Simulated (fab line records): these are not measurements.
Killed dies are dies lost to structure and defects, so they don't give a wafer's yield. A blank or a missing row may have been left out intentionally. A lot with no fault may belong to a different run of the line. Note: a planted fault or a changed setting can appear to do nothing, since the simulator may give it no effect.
Which tool is to blame? || flow gf180mcu || 14 lots, 42 wafers sampled, at 4 steps of a route of 602

## WHAT EACH GAUGE READ, for each wafer
The record holds no reading of a measuring or inspecting step that can be judged against a usual standard deviation.

## EACH LOT AND THE TOOL THAT RAN IT (in order: tool; ch and the chambers of the sampled wafers; start)
{"lot": "L282", "GF_HV_LDD_EXPOSE_16": "iline-stepper-01 ch 0, day 10 14:32", "GF_M3_SPUTTER_01": "pvd-sputter-04, day 20 17:45", "GF_V3_CVD_02": "pecvd-03 ch 1,2, day 21 19:43", "GF_V3_ETCH_16": "rie-diel-04 ch 1, day 22 20:47"}
{"lot": "L283", "GF_HV_LDD_EXPOSE_16": "iline-stepper-01 ch 0, day 10 18:55", "GF_M3_SPUTTER_01": "pvd-sputter-04, day 20 23:34", "GF_V3_CVD_02": "pecvd-02 ch 0,1,2, day 22 01:18", "GF_V3_ETCH_16": "rie-diel-02 ch 0,2,3, day 23 01:52"}
{"lot": "L284", "GF_HV_LDD_EXPOSE_16": "iline-stepper-02 ch 0, day 11 07:49", "GF_M3_SPUTTER_01": "pvd-sputter-02, day 21 15:53", "GF_V3_CVD_02": "pecvd-04 ch 1,2, day 22 17:10", "GF_V3_ETCH_16": "rie-diel-01 ch 1,2, day 23 17:22"}
{"lot": "L285", "GF_HV_LDD_EXPOSE_16": "iline-stepper-02 ch 0, day 11 22:16", "GF_M3_SPUTTER_01": "pvd-sputter-03, day 22 08:44", "GF_V3_CVD_02": "pecvd-02 ch 0,1,2, day 23 09:18", "GF_V3_ETCH_16": "rie-diel-01 ch 0,1, day 24 08:32"}
{"lot": "L286", "GF_HV_LDD_EXPOSE_16": "iline-stepper-02 ch 0, day 12 04:41", "GF_M3_SPUTTER_01": "pvd-sputter-03, day 22 18:47", "GF_V3_CVD_02": "pecvd-03 ch 0,1,2, day 23 19:29", "GF_V3_ETCH_16": "rie-diel-01 ch 0,2,3, day 24 18:17"}
{"lot": "L287", "GF_HV_LDD_EXPOSE_16": "iline-stepper-01 ch 0, day 12 16:52", "GF_M3_SPUTTER_01": "pvd-sputter-04, day 23 08:49", "GF_V3_CVD_02": "pecvd-04 ch 0,1,2, day 24 09:08", "GF_V3_ETCH_16": "rie-diel-01 ch 0,2, day 25 07:38"}
{"lot": "L289", "GF_HV_LDD_EXPOSE_16": "iline-stepper-01 ch 0, day 12 21:26", "GF_M3_SPUTTER_01": "pvd-sputter-02, day 23 12:16", "GF_V3_CVD_02": "pecvd-02 ch 1,2, day 24 12:09", "GF_V3_ETCH_16": "rie-diel-01 ch 0,2,3, day 25 10:41"}
{"lot": "L288", "GF_HV_LDD_EXPOSE_16": "iline-stepper-01 ch 0, day 12 23:45", "GF_M3_SPUTTER_01": "pvd-sputter-04, day 23 16:57", "GF_V3_CVD_02": "pecvd-04 ch 0,2, day 24 16:32", "GF_V3_ETCH_16": "rie-diel-04 ch 2,3, day 25 15:08"}
{"lot": "L290", "GF_HV_LDD_EXPOSE_16": "iline-stepper-02 ch 0, day 13 08:12", "GF_M3_SPUTTER_01": "pvd-sputter-04, day 24 00:21", "GF_V3_CVD_02": "pecvd-04 ch 0,1, day 25 00:08", "GF_V3_ETCH_16": "rie-diel-02 ch 1,3, day 25 22:07"}
{"lot": "L293", "GF_HV_LDD_EXPOSE_16": "iline-stepper-01, day 14 06:47", "GF_M3_SPUTTER_01": "-", "GF_V3_CVD_02": "-", "GF_V3_ETCH_16": "-"}
{"lot": "L294", "GF_HV_LDD_EXPOSE_16": "iline-stepper-01, day 14 09:25", "GF_M3_SPUTTER_01": "-", "GF_V3_CVD_02": "-", "GF_V3_ETCH_16": "-"}
{"lot": "L302", "GF_HV_LDD_EXPOSE_16": "iline-stepper-01 ch 0, day 16 22:32", "GF_M3_SPUTTER_01": "pvd-sputter-02, day 27 16:44", "GF_V3_CVD_02": "pecvd-04 ch 0,1, day 28 13:22", "GF_V3_ETCH_16": "rie-diel-04 ch 0,2, day 29 09:32"}
{"lot": "L303", "GF_HV_LDD_EXPOSE_16": "iline-stepper-02 ch 0, day 17 04:13", "GF_M3_SPUTTER_01": "pvd-sputter-04, day 27 20:58", "GF_V3_CVD_02": "pecvd-03 ch 1,2, day 28 18:01", "GF_V3_ETCH_16": "rie-diel-02 ch 0,1,2, day 29 14:31"}
{"lot": "L304", "GF_HV_LDD_EXPOSE_16": "iline-stepper-01 ch 0, day 17 22:39", "GF_M3_SPUTTER_01": "pvd-sputter-02, day 28 13:10", "GF_V3_CVD_02": "pecvd-02 ch 0,1, day 29 09:41", "GF_V3_ETCH_16": "rie-diel-02 ch 0,1,2, day 30 05:02"}
- GF_HV_LDD_EXPOSE_16: exposes mask Pplus LV AREA, target cd 400 nm.
- GF_M3_SPUTTER_01: material TiN, target thk 30 nm, time 25 s.
- GF_V3_CVD_02: deposits SiO2 from TEOS, target thk 850 nm, time 94.851 s.
- GF_V3_ETCH_16: etches BARC in N2/H2.

## AS READ BY THE TOOLS THEMSELVES (means over the sampled wafers that have a number; for cases with no such wafer, the mark the record gives instead)
GF_HV_LDD_EXPOSE_16. Usual: exposure-dose-mJ-cm2 139.99, standard deviation 0.13; focus-offset-nm 0.0 nm, standard deviation 0.5.
{"lot": "L282", "tool": "iline-stepper-01", "exposure-dose-mJ-cm2": 139.86, "focus-offset-nm (nm)": -0.4, "flag": ""}
{"lot": "L283", "tool": "iline-stepper-01", "exposure-dose-mJ-cm2": 139.88, "focus-offset-nm (nm)": 0.1, "flag": ""}
{"lot": "L284", "tool": "iline-stepper-02", "exposure-dose-mJ-cm2": 140.05, "focus-offset-nm (nm)": -0.1, "flag": ""}
{"lot": "L285", "tool": "iline-stepper-02", "exposure-dose-mJ-cm2": 140.17, "focus-offset-nm (nm)": -0.4, "flag": ""}
{"lot": "L286", "tool": "iline-stepper-02", "exposure-dose-mJ-cm2": 140.04, "focus-offset-nm (nm)": 0.4, "flag": ""}
{"lot": "L287", "tool": "iline-stepper-01", "exposure-dose-mJ-cm2": 140.04, "focus-offset-nm (nm)": 0.0, "flag": ""}
{"lot": "L289", "tool": "iline-stepper-01", "exposure-dose-mJ-cm2": 140.11, "focus-offset-nm (nm)": 0.1, "flag": ""}
{"lot": "L288", "tool": "iline-stepper-01", "exposure-dose-mJ-cm2": 139.96, "focus-offset-nm (nm)": -0.4, "flag": ""}
{"lot": "L290", "tool": "iline-stepper-02", "exposure-dose-mJ-cm2": 140.02, "focus-offset-nm (nm)": 0.0, "flag": ""}
{"lot": "L293", "tool": "iline-stepper-01", "exposure-dose-mJ-cm2": "-", "focus-offset-nm (nm)": "-", "flag": "OFF"}
{"lot": "L294", "tool": "iline-stepper-01", "exposure-dose-mJ-cm2": "-", "focus-offset-nm (nm)": "-", "flag": "OFF"}
{"lot": "L302", "tool": "iline-stepper-01", "exposure-dose-mJ-cm2": 140.06, "focus-offset-nm (nm)": -0.0, "flag": ""}
{"lot": "L303", "tool": "iline-stepper-02", "exposure-dose-mJ-cm2": 139.84, "focus-offset-nm (nm)": 0.3, "flag": ""}
{"lot": "L304", "tool": "iline-stepper-01", "exposure-dose-mJ-cm2": 140.00, "focus-offset-nm (nm)": -0.6, "flag": ""}

GF_M3_SPUTTER_01. Usual: throttle-valve-pct 30.3 %, standard deviation 0.95.
{"lot": "L282", "tool": "pvd-sputter-04", "throttle-valve-pct (%)": 29.7, "flag": ""}
{"lot": "L283", "tool": "pvd-sputter-04", "throttle-valve-pct (%)": 30.2, "flag": ""}
{"lot": "L284", "tool": "pvd-sputter-02", "throttle-valve-pct (%)": 31.4, "flag": ""}
{"lot": "L285", "tool": "pvd-sputter-03", "throttle-valve-pct (%)": 31.0, "flag": ""}
{"lot": "L286", "tool": "pvd-sputter-03", "throttle-valve-pct (%)": 29.4, "flag": ""}
{"lot": "L287", "tool": "pvd-sputter-04", "throttle-valve-pct (%)": 30.1, "flag": ""}
{"lot": "L289", "tool": "pvd-sputter-02", "throttle-valve-pct (%)": 30.3, "flag": ""}
{"lot": "L288", "tool": "pvd-sputter-04", "throttle-valve-pct (%)": 30.2, "flag": ""}
{"lot": "L290", "tool": "pvd-sputter-04", "throttle-valve-pct (%)": 29.6, "flag": ""}
{"lot": "L302", "tool": "pvd-sputter-02", "throttle-valve-pct (%)": 31.7, "flag": ""}
{"lot": "L303", "tool": "pvd-sputter-04", "throttle-valve-pct (%)": 29.7, "flag": ""}
{"lot": "L304", "tool": "pvd-sputter-02", "throttle-valve-pct (%)": 30.3, "flag": ""}

GF_V3_CVD_02. Usual: heater-power-w 649 W, standard deviation 100; rf-fwd-power-W 596.5 W, standard deviation 2.1.
{"lot": "L282", "tool": "pecvd-03", "heater-power-w (W)": 538, "rf-fwd-power-W (W)": 594.8, "flag": ""}
{"lot": "L283", "tool": "pecvd-02", "heater-power-w (W)": 715, "rf-fwd-power-W (W)": 596.8, "flag": ""}
{"lot": "L284", "tool": "pecvd-04", "heater-power-w (W)": 636, "rf-fwd-power-W (W)": 596.9, "flag": ""}
{"lot": "L285", "tool": "pecvd-02", "heater-power-w (W)": 619, "rf-fwd-power-W (W)": 596.0, "flag": ""}
{"lot": "L286", "tool": "pecvd-03", "heater-power-w (W)": 606, "rf-fwd-power-W (W)": 596.3, "flag": ""}
{"lot": "L287", "tool": "pecvd-04", "heater-power-w (W)": 567, "rf-fwd-power-W (W)": 594.6, "flag": ""}
{"lot": "L289", "tool": "pecvd-02", "heater-power-w (W)": 634, "rf-fwd-power-W (W)": 597.2, "flag": ""}
{"lot": "L288", "tool": "pecvd-04", "heater-power-w (W)": 540, "rf-fwd-power-W (W)": 595.9, "flag": ""}
{"lot": "L290", "tool": "pecvd-04", "heater-power-w (W)": 662, "rf-fwd-power-W (W)": 596.2, "flag": ""}
{"lot": "L302", "tool": "pecvd-04", "heater-power-w (W)": 630, "rf-fwd-power-W (W)": 596.3, "flag": ""}
{"lot": "L303", "tool": "pecvd-03", "heater-power-w (W)": 622, "rf-fwd-power-W (W)": 596.5, "flag": ""}
{"lot": "L304", "tool": "pecvd-02", "heater-power-w (W)": 803, "rf-fwd-power-W (W)": 595.7, "flag": ""}

GF_V3_ETCH_16. Usual: drypump-motor-current-A 5.5 A, standard deviation 0.48; h2-flow-sccm 200.0 sccm, standard deviation 0.57; oes-product-au 0.855 a.u., standard deviation 0.0044; rf-fwd-power-W 495.6 W, standard deviation 1.7; throttle-valve-pct 13.224 %, standard deviation 0.0094.
{"lot": "L282", "tool": "rie-diel-04", "drypump-motor-current-A (A)": 6.2, "h2-flow-sccm (sccm)": 200.0, "oes-product-au (a.u.)": 0.856, "rf-fwd-power-W (W)": 494.1, "throttle-valve-pct (%)": 13.222, "flag": ""}
{"lot": "L283", "tool": "rie-diel-02", "drypump-motor-current-A (A)": 5.6, "h2-flow-sccm (sccm)": 200.4, "oes-product-au (a.u.)": 0.860, "rf-fwd-power-W (W)": 496.2, "throttle-valve-pct (%)": 13.225, "flag": ""}
{"lot": "L284", "tool": "rie-diel-01", "drypump-motor-current-A (A)": 5.5, "h2-flow-sccm (sccm)": 199.5, "oes-product-au (a.u.)": 0.858, "rf-fwd-power-W (W)": 496.4, "throttle-valve-pct (%)": 13.221, "flag": ""}
{"lot": "L285", "tool": "rie-diel-01", "drypump-motor-current-A (A)": 5.0, "h2-flow-sccm (sccm)": 199.8, "oes-product-au (a.u.)": 0.855, "rf-fwd-power-W (W)": 498.2, "throttle-valve-pct (%)": 13.219, "flag": ""}
{"lot": "L286", "tool": "rie-diel-01", "drypump-motor-current-A (A)": 5.7, "h2-flow-sccm (sccm)": 200.1, "oes-product-au (a.u.)": 0.853, "rf-fwd-power-W (W)": 496.1, "throttle-valve-pct (%)": 13.231, "flag": ""}
{"lot": "L287", "tool": "rie-diel-01", "drypump-motor-current-A (A)": 5.4, "h2-flow-sccm (sccm)": 200.5, "oes-product-au (a.u.)": 0.851, "rf-fwd-power-W (W)": 494.9, "throttle-valve-pct (%)": 13.233, "flag": ""}
{"lot": "L289", "tool": "rie-diel-01", "drypump-motor-current-A (A)": 5.7, "h2-flow-sccm (sccm)": 199.8, "oes-product-au (a.u.)": 0.858, "rf-fwd-power-W (W)": 496.7, "throttle-valve-pct (%)": 13.226, "flag": ""}
{"lot": "L288", "tool": "rie-diel-04", "drypump-motor-current-A (A)": 5.4, "h2-flow-sccm (sccm)": 199.8, "oes-product-au (a.u.)": 0.858, "rf-fwd-power-W (W)": 496.2, "throttle-valve-pct (%)": 13.227, "flag": ""}
{"lot": "L290", "tool": "rie-diel-02", "drypump-motor-current-A (A)": 5.7, "h2-flow-sccm (sccm)": 199.7, "oes-product-au (a.u.)": 0.854, "rf-fwd-power-W (W)": 495.7, "throttle-valve-pct (%)": 13.227, "flag": ""}
{"lot": "L302", "tool": "rie-diel-04", "drypump-motor-current-A (A)": 5.4, "h2-flow-sccm (sccm)": 199.8, "oes-product-au (a.u.)": 0.852, "rf-fwd-power-W (W)": 494.7, "throttle-valve-pct (%)": 13.222, "flag": ""}
{"lot": "L303", "tool": "rie-diel-02", "drypump-motor-current-A (A)": 5.5, "h2-flow-sccm (sccm)": 200.2, "oes-product-au (a.u.)": 0.858, "rf-fwd-power-W (W)": 493.2, "throttle-valve-pct (%)": 13.219, "flag": ""}
{"lot": "L304", "tool": "rie-diel-02", "drypump-motor-current-A (A)": 5.5, "h2-flow-sccm (sccm)": 200.0, "oes-product-au (a.u.)": 0.856, "rf-fwd-power-W (W)": 494.2, "throttle-valve-pct (%)": 13.223, "flag": ""}

## THE ANSWER, worked out from the rows above alone
Rule: a lot counts as off when the mean over its wafers that have a number is more than 3 standard deviations away from the usual mean. A lot without any number at a reading at which 4 lots or more have one is off too. All remaining lots with rows at the step are treated as sound. The gauges are gone through in route order, then the tools' own readings, and for those a lot's mean is taken as printed above. At the first step where some lot is off, the reading lying furthest off is the one used; lots without a number count as furthest.
Off: L293, L294, at GF_HV_LDD_EXPOSE_16 (exposure-dose-mJ-cm2). Without a number there: L293, L294.
If a tool, at that step or one of the process steps before it, ran each lot that is off and ran no sound lot following the first of them, it fits. Not one of the candidates tried fits.

## WHAT THE SIMULATOR PUT IN
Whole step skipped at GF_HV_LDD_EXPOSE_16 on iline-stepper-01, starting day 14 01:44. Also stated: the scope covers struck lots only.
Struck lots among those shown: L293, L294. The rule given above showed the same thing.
